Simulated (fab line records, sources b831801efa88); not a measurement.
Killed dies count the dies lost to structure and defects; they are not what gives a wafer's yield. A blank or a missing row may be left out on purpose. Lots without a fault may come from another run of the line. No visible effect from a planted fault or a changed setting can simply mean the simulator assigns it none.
8D (eight disciplines) problem report, filled in by code | flow sky130 | the parts of the form that need people (team, actions taken, sign-off) are left out

== 1. WHAT WENT WRONG ==
Mean of run_length_s at SKY_METAL4_METAL_ETCH_18: 221.8 s across 2 wafers in 2 lots; on wafers with no fault it is 211.5 s (standard deviation 0.33). Relative to the usual mean, that is a shift of +31 standard deviations.
The step: etches the open film in Cl2/BCl3, stops on SiO2, target depth 845 nm, time 183.1 s.
The first sign was on wafer L165.3 at day 43 16:17, on rie_metal-01. Wafers with a number at this step in the record: 18, from 6 lots. Rule for "out" (also "out of limits"): further than 4 standard deviations from the usual mean. All remaining wafers that have a number are taken as sound.

== 2. WHAT IT IS AND WHAT IT IS NOT ==
question                    | is                | is not
which readings at this step | run_length_s      | drypump_motor_current_A, throttle_valve_pct
which lots                  | L165, L170        | L160, L163, L180, L181
which wafers of those lots  | L165.3, L170.2    | L165.1, L165.5, L170.5, L170.6
read on which tools         | rie_metal-01      | rie_metal-03
when                        | from day 43 16:17 | up to then (8 sound wafers); but 8 sound wafers of L170, L180, L181 came after

== 3. THE SUSPECTS, EACH WITH WHAT RULES IT OUT ==
Counting: any tool at a process step up to the reading remains a suspect provided it ran every lot that is out. Sound lots after the first of them don't rule it out here, since some wafers of a struck lot are sound.
- rie_metal-03 at SKY_METAL4_DESCUM_15 (chemistry O2, time 8 s): kept. It ran every lot that is out, first L165 (day 43 16:08).
- rie_metal-03 at SKY_METAL4_ETCH_16 (etches BARC in N2/H2, stops on SiO2, time 88.2 s, target depth 60 nm): kept. It ran every lot that is out, first L165 (day 43 16:10).
- rie_metal-01 at SKY_METAL4_METAL_ETCH_18 (etches the open film in Cl2/BCl3, stops on SiO2, target depth 845 nm, time 183.1 s): kept. It ran every lot that is out, first L165 (day 43 16:17); its last sound lot up to then is L160 (day 42 13:40). Out on those wafers are its own readings of run_length_s.
rie_metal-03 at SKY_METAL4_DESCUM_15, rie_metal-03 at SKY_METAL4_ETCH_16 and rie_metal-01 at SKY_METAL4_METAL_ETCH_18 are what is left after counting.

== 4. THE CAUSE (what the simulator had put in) ==
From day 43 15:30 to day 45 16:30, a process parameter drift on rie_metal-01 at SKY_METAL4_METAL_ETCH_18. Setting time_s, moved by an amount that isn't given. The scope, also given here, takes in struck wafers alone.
3 suspects survive the count, and this tool is in that group.

== 5. SEQUENCE OF EFFECTS, ordered by route ==
Each row: a reading whose mean over the struck wafers that have a number lies more than 3 standard deviations from the usual. Scope: only readings with a usual standard deviation given in the record; hours: median across lots of the time from each lot's start at the first step in this table that gives one to its start at this step; sigmas: change in usual standard deviations.
hours | step                     | reading        | usual      | on struck wafers | change | sigmas
0     | SKY_METAL4_METAL_ETCH_18 | oes_product_au | 0.865 a.u. | 0.843            | -0.022 | -4.0
0     | SKY_METAL4_METAL_ETCH_18 | run_length_s   | 211.5 s    | 221.8            | +10.2  | +31
Process steps it contains:
- SKY_METAL4_METAL_ETCH_18: etches the open film in Cl2/BCl3, stops on SiO2, target depth 845 nm, time 183.1 s.

== 6. HOW IT WOULD HAVE BEEN CAUGHT EARLIER ==
In this record the first reading out of limits was taken at day 43 16:17, 1 hour after the fault began at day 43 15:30.
